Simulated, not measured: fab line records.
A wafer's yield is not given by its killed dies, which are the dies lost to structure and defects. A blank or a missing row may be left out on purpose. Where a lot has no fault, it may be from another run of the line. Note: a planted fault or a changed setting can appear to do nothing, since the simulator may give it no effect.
Chamber matching -- flow sfq_line -- SFQ_TRILAYER_I0_CMP_CMP_028 on cmp-01 has 4 sister chambers
The step polishes SiO2. 16 wafers are shown with their chamber, then 8 later ones without.

## WAFERS PAIRED WITH THEIR CHAMBERS
wafer,chamber,motor_current_A (A),head_pressure_psi (psi),time_to_endpoint_s (s)
L601.3,1,11.0,2.992,220
L601.4,3,9.3,3.006,220
L601.6,1,10.9,2.996,226
L605.1,1,10.6,3.005,211
L605.3,0,10.7,2.996,213
L605.4,2,9.9,3.002,207
L613.1,2,10.0,3.001,197
L613.4,1,10.7,3.008,215
L613.3,0,10.9,2.997,215
L615.1,2,9.7,3.007,196
L615.2,1,11.0,3.007,219
L615.6,2,10.1,2.996,216
L616.1,2,10.2,3.001,206
L616.2,3,9.2,3.012,211
L616.6,1,10.9,3.004,218
L619.1,2,9.5,3.003,202

SIGNATURES (means of the wafers above)
reading,chamber 0,chamber 1,chamber 2,chamber 3,scatter within a chamber
motor_current_A,10.800,10.850,9.900,9.250,0.204
head_pressure_psi,2.99650,3.00200,3.00167,3.00900,0.00493
time_to_endpoint_s,214.00,218.17,204.00,215.50,6.08
Rule: for each reading, subtract the chamber's mean from the wafer's reading, divide by that reading's scatter and square the result; add these up over the readings and take the root, which gives the wafer's distance from the chamber. If the next closest chamber is less than 2 further off than the closest, the wafer can't be placed; otherwise it belongs to the closest. The scatter: the root of (the sum of the squares of (reading less its chamber's mean) over the shown wafers, divided by (wafers less chambers)).

## WAFERS MISSING THEIR CHAMBER
wafer,motor_current_A (A),head_pressure_psi (psi),time_to_endpoint_s (s)
L619.2,9.4,3.006,213
L619.5,11.1,3.009,228
L621.4,9.7,3.001,227
L621.2,10.7,2.990,221
L621.3,9.4,2.993,203
L623.1,9.9,3.002,203
L623.3,11.1,3.001,213
L623.6,10.2,2.998,212

## EACH ONE'S CHAMBER
wafer,from the rows above,in truth
L619.2,can't be placed: 3 or 2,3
L619.5,can't be placed: 1 or 0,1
L621.4,can't be placed: 3 or 2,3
L621.2,can't be placed: 0 or 1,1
L621.3,can't be placed: 2 or 3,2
L623.1,2,2
L623.3,can't be placed: 1 or 0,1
L623.6,can't be placed: 2 or 0 or 1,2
Correct placement for 1 of the 8. Not placeable from these rows: 7 (in 7, the candidates include the true chamber). Number placed wrongly: 0.
